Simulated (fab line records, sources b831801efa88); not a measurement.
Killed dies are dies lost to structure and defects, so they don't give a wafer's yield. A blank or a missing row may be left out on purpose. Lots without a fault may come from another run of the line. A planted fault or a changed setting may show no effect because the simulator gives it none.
Which tool did it? | flow gf180mcu | 13 lots, 38 wafers sampled, at 5 steps of a route of 602

WHAT THE GAUGES READ, wafer by wafer
GF_M2_THK_MEAS_06: measures by xrf.
lot  | measured     | on            | M2_ALCU_THK (nm)
L347 | day 18 04:46 | film_metro-01 | 444 443 445
L350 | day 19 05:41 | film_metro-03 | 457 451 457
L351 | day 19 19:05 | film_metro-01 | 448 456 450
L354 | day 20 23:10 | film_metro-01 | 458 462 455
L355 | day 21 07:22 | film_metro-04 | 447 428 454
L356 | day 21 19:12 | film_metro-04 | 454 450 455
L357 | day 21 19:51 | film_metro-04 | 447 423
L363 | day 23 22:10 | film_metro-01 | 455 459 457
L365 | day 24 16:57 | film_metro-04 | 443 456 454
L366 | day 24 23:34 | film_metro-01 | 464 456 460
L368 | day 25 12:22 | film_metro-04 | 447 440 446
L369 | day 25 20:19 | film_metro-01 | 454 451 447
L370 | day 26 05:47 | film_metro-01 | 462 458 462

GF_M2_CD_MEAS_14: target cd 280 nm.
lot  | measured     | on        | cd_nm (nm)
L347 | day 19 04:52 | cd_sem-01 | 277.4 277.3 278.6
L350 | day 20 05:48 | cd_sem-02 | 278.3 279.0 278.2
L351 | day 20 18:45 | cd_sem-02 | 279.0 278.6 278.2
L354 | day 21 22:08 | cd_sem-02 | 277.7 280.0 279.6
L355 | day 22 06:20 | cd_sem-01 | 280.3 281.3 280.7
L356 | day 22 17:16 | cd_sem-01 | 280.6 280.8 281.6
L357 | day 22 18:34 | cd_sem-02 | 279.6 279.9
L363 | day 25 05:18 | cd_sem-02 | 279.7 279.9 280.8
L365 | day 25 14:27 | cd_sem-01 | 278.9 278.8 278.3
L366 | day 25 20:42 | cd_sem-01 | 280.5 281.5 280.5
L368 | day 26 09:58 | cd_sem-01 | 279.8 280.5 280.1
L369 | day 26 16:47 | cd_sem-02 | 279.6 280.2 280.9
L370 | day 27 02:22 | cd_sem-02 | 280.5 280.0 281.2

WHICH TOOL RAN EACH LOT (tool, then ch and the chambers of the sampled wafers, then the start)
lot  | GF_V1_SPUTTER_22             | GF_V1_CVD_23                  | GF_M2_SPUTTER_04
L347 | pvd_sputter-03, day 18 03:47 | cvd_w-01 ch 0,1, day 18 03:49 | pvd_sputter-04, day 18 04:36
L350 | pvd_sputter-03, day 19 04:43 | cvd_w-02 ch 0,1, day 19 04:45 | pvd_sputter-04, day 19 05:31
L351 | pvd_sputter-03, day 19 18:07 | cvd_w-02 ch 0,1, day 19 18:10 | pvd_sputter-04, day 19 18:56
L354 | pvd_sputter-04, day 20 22:11 | cvd_w-02 ch 0,1, day 20 22:15 | pvd_sputter-03, day 20 22:59
L355 | pvd_sputter-04, day 21 06:23 | cvd_w-02 ch 0,1, day 21 06:25 | pvd_sputter-03, day 21 07:11
L356 | pvd_sputter-04, day 21 18:13 | cvd_w-02 ch 0,1, day 21 18:16 | pvd_sputter-04, day 21 19:02
L357 | pvd_sputter-03, day 21 18:43 | cvd_w-02 ch 0, day 21 18:46   | pvd_sputter-03, day 21 19:41
L363 | pvd_sputter-03, day 23 21:11 | cvd_w-01 ch 0,1, day 23 21:14 | pvd_sputter-01, day 23 22:01
L365 | pvd_sputter-03, day 24 15:59 | cvd_w-01 ch 0,1, day 24 16:01 | pvd_sputter-04, day 24 16:47
L366 | pvd_sputter-02, day 24 22:35 | cvd_w-01 ch 0,1, day 24 22:38 | pvd_sputter-03, day 24 23:24
L368 | pvd_sputter-02, day 25 11:22 | cvd_w-01 ch 0,1, day 25 11:27 | pvd_sputter-04, day 25 12:11
L369 | pvd_sputter-04, day 25 19:19 | cvd_w-01 ch 0,1, day 25 19:24 | pvd_sputter-04, day 25 20:08
L370 | pvd_sputter-04, day 26 04:48 | cvd_w-01 ch 0,1, day 26 04:50 | pvd_sputter-03, day 26 05:37
- GF_V1_SPUTTER_22: material TiN, target thk 10 nm, time 40 s.
- GF_V1_CVD_23: deposits W, target thk 350 nm, time 105.05 s.
- GF_M2_SPUTTER_04: material TiN, target thk 50 nm, time 41.7 s.

WHAT THE TOOLS THEMSELVES READ (means of the sampled wafers that have a number; where no wafer has one, the mark that the record gives instead)
GF_V1_SPUTTER_22.
lot  | tool           | throttle_valve_pct (%)
L347 | pvd_sputter-03 | 30.5
L350 | pvd_sputter-03 | 30.8
L351 | pvd_sputter-03 | 30.4
L354 | pvd_sputter-04 | 30.3
L355 | pvd_sputter-04 | 30.8
L356 | pvd_sputter-04 | 30.2
L357 | pvd_sputter-03 | 29.8
L363 | pvd_sputter-03 | 30.3
L365 | pvd_sputter-03 | 30.3
L366 | pvd_sputter-02 | 29.7
L368 | pvd_sputter-02 | 30.5
L369 | pvd_sputter-04 | 30.5
L370 | pvd_sputter-04 | 31.4

GF_V1_CVD_23.
lot  | tool     | heater_power_w (W)
L347 | cvd_w-01 | 821
L350 | cvd_w-02 | 901
L351 | cvd_w-02 | 915
L354 | cvd_w-02 | 919
L355 | cvd_w-02 | 928
L356 | cvd_w-02 | 918
L357 | cvd_w-02 | 887
L363 | cvd_w-01 | 833
L365 | cvd_w-01 | 840
L366 | cvd_w-01 | 837
L368 | cvd_w-01 | 842
L369 | cvd_w-01 | 846
L370 | cvd_w-01 | 821

GF_M2_SPUTTER_04.
lot  | tool           | throttle_valve_pct (%)
L347 | pvd_sputter-04 | 30.2
L350 | pvd_sputter-04 | 31.3
L351 | pvd_sputter-04 | 30.2
L354 | pvd_sputter-03 | 29.9
L355 | pvd_sputter-03 | 30.7
L356 | pvd_sputter-04 | 31.4
L357 | pvd_sputter-03 | 30.1
L363 | pvd_sputter-01 | 29.2
L365 | pvd_sputter-04 | 31.0
L366 | pvd_sputter-03 | 30.3
L368 | pvd_sputter-04 | 30.3
L369 | pvd_sputter-04 | 30.3
L370 | pvd_sputter-03 | 30.7

THE ANSWER, worked out from the rows above alone
Rule: what is usual is taken from the lots themselves. Put in order of their means at a reading, lots are off if they are a third of the lots or fewer, leave a main group of 4 or more, and stand apart from it by a gap of 3 or more times the standard deviation of the main group's means; of several such gaps the widest counts. A main group whose means are all the same, to the digits that the tables above print for the reading, isn't used. A lot without any number at a reading at which 4 lots or more have one is off too. The other lots that the step has rows for count as sound. The gauges are gone through in route order, then the tools' own readings, and for those a lot's mean is taken as printed above. The first step at which some lot is off is used, and at that step the reading that is off furthest; a lot without a number counts as furthest.
No lot is off at any reading shown: from this, nothing can be told.

WHAT THE SIMULATOR HAD PUT IN
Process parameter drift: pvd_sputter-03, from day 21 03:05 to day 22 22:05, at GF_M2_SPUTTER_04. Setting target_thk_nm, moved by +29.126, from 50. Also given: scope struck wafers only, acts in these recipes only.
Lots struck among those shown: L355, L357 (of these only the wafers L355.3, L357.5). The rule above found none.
